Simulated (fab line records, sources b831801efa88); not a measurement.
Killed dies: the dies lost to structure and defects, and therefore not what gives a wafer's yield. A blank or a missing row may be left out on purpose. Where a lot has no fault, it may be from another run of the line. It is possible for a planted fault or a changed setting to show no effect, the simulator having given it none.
Code-filled problem report in 8D (eight disciplines) form ; flow sky130 ; the parts of the form that need people (team, actions taken, sign-off) are left out

== 1. PROBLEM STATEMENT ==
At SKY_SD_P_CD_MEAS_07, cd nm averages 276.6 nm over 6 wafers from 2 lots, while fault-free wafers read 379.2 nm, standard deviation 2.3. That is -45 standard deviations from the usual mean.
The step: target cd 380 nm.
Earliest sighting: wafer L482.2 on cd sem-02 at day 30 07:07. The record has a number at this step for 36 wafers belonging to 12 lots. By rule, "out" or "out of limits" means more than 4 standard deviations away from the usual mean. Any other wafer with a number is counted as sound.

== 2. WHAT IT IS AND WHAT IT IS NOT ==
question;is;is not
which readings at this step;cd nm;-
which lots;L482, L485;L468, L469, L470, L472, L474, L475, L476, L487, L488, L490
which wafers of those lots;all that have a number;-
read on which gauges;cd sem-01, cd sem-02;-
when;from day 30 07:07;"up to then (21 sound wafers); but 9 sound wafers of L487, L488, L490 came after"

== 3. THE SUSPECTS, EACH WITH WHAT RULES IT OUT ==
Counting: a tool at a process step up to the reading stays a suspect if it ran every lot that is out and no sound lot after the first of them.
- the gauge at SKY_SD_P_CD_MEAS_07 has been ruled out. The wafers that are out were read on 2 gauges (cd sem-01, cd sem-02).
- rie diel-04 at SKY_POLY_GATE_ETCH_15 (etches BARC in N2/H2, stops on SiO2, time 118.5 s, target depth 110 nm): ruled out as a lasting fault. Following L482 (day 21 16:30), the first lot on it that is out, the sound lots L490 were run on it.
- litho track-01 at SKY_SD_P_DEVELOP_06 (develop time 60 s): kept. Every lot that is out went through it, starting with L482 (day 30 06:58), and after that it ran no sound lot; the last sound lot it ran before then is L475 (day 28 00:01).
Left after counting: litho track-01 at SKY_SD_P_DEVELOP_06.

== 4. THE CAUSE (what the simulator had put in) ==
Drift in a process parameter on litho track-01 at SKY_SD_P_DEVELOP_06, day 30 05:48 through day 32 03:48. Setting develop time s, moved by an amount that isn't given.
After counting, this tool was the only one left.

== 5. SEQUENCE OF EFFECTS, ordered by route ==
Each row: a reading whose mean over the struck wafers that have a number lies more than 3 standard deviations from the usual. Scope: only readings with a usual standard deviation given in the record; hours: median across lots of the time from each lot's start at the first step in this table that gives one to its start at this step; sigmas: change in usual standard deviations.
hours;step;reading;usual;on struck wafers;change;sigmas
0;SKY_SD_P_CD_MEAS_07;cd nm;379.2 nm;276.6;-102.6;-45

== 6. HOW IT WOULD HAVE BEEN CAUGHT EARLIER ==
In this record the first reading out of limits at a measuring or inspecting step was taken at day 30 07:07, 1 hour after the fault began at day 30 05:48.
Of the tool readings at SKY_SD_P_DEVELOP_06 for which the record gives a usual standard deviation, none was out on any struck wafer, so an alarm limit of 4 standard deviations on them would not have fired.
Of the lots that are out (2), L485 began SKY_SD_P_DEVELOP_06 on litho track-01 after day 30 07:07. A tool hold placed at that time would have kept it from harm.
